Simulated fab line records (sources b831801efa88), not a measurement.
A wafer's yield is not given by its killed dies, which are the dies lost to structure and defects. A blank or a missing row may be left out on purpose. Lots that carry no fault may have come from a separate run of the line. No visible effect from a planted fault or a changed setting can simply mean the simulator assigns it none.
The same fault as seen by 2 desks :: flow gf180mcu :: numbers are kept per desk, each desk with only its own; the story behind them comes last

## TOOL OWNER'S DESK, implanter-03
For each lot that ran on this tool, the mean over its sampled wafers that have a number, from the tool's own readings at GF_MVPSD_IMPLANT_08. Marked OUT: a lot whose mean sits more than 4 standard deviations from the usual mean, which makes it out of limits; the brackets give that distance.
Columns: A = beam_energy_keV at GF_MVPSD_IMPLANT_08, usual 170.01
lot: L202
first seen here: day 5 02:41
A: 170.06

lot: L203
first seen here: day 5 06:53
A: 170.01

lot: L215
first seen here: day 8 06:40
A: 170.01

lot: L220
first seen here: day 9 13:14
A: 153.04 (-99 or more) OUT

lot: L221
first seen here: day 9 17:56
A: 153.13 (-99 or more) OUT
This desk finds L220, L221 out of limits, L220 being first, at day 9 13:14 (beam_energy_keV at GF_MVPSD_IMPLANT_08). L202, L203, L215: within limits.

## AT THE METROLOGY DESK
Means of the sampled wafers that have a number, per lot and without regard to the tool the lot ran on: this is what the gauges read. Marked OUT: a lot whose mean sits more than 4 standard deviations from the usual mean, which makes it out of limits; the brackets give that distance.
Columns: A = MVPSD_RS at GF_VT_IMPLANT_RS_MEAS_49, usual 1166 ohm/sq
lot: L202
first seen here: day 7 15:25
A: 1168

lot: L203
first seen here: day 7 20:55
A: 1167

lot: L204
first seen here: day 8 01:55
A: 1168

lot: L209
first seen here: day 9 13:50
A: 1169

lot: L210
first seen here: day 9 18:22
A: 1160

lot: L211
first seen here: day 10 01:02
A: 1163

lot: L212
first seen here: day 10 09:22
A: 1166

lot: L214
first seen here: day 10 22:26
A: 1168

lot: L215
first seen here: day 11 06:14
A: 1164

lot: L220
first seen here: day 12 16:38
A: 1193 (+8.3) OUT

lot: L221
first seen here: day 12 22:14
A: 1189 (+7.2) OUT

lot: L224
first seen here: day 13 19:49
A: 1166

lot: L225
first seen here: day 14 03:31
A: 1170
Finding of this desk: L220, L221 out of limits, first seen on L220 at day 12 16:38 (MVPSD_RS at GF_VT_IMPLANT_RS_MEAS_49). L202, L203, L204, L209, L210, L211, L212, L214, L215, L224, L225: within limits.

## PUT TOGETHER
On L220, L221, at day 9 13:14, an alarm was possible from the tool owner's desk.
At day 12 16:38 the metrology desk could have sounded an alarm, on L220, L221.
All the named lots went through GF_MVPSD_IMPLANT_08 on implanter-03.

## WHAT THE SIMULATOR HAD INSERTED
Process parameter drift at GF_MVPSD_IMPLANT_08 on implanter-03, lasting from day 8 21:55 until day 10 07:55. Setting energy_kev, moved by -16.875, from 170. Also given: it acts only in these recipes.
Shown lots that were struck: L220, L221.
Hours from the fault's start to each desk's first reading out of limits: the tool owner's desk, 15; the metrology desk, 91.
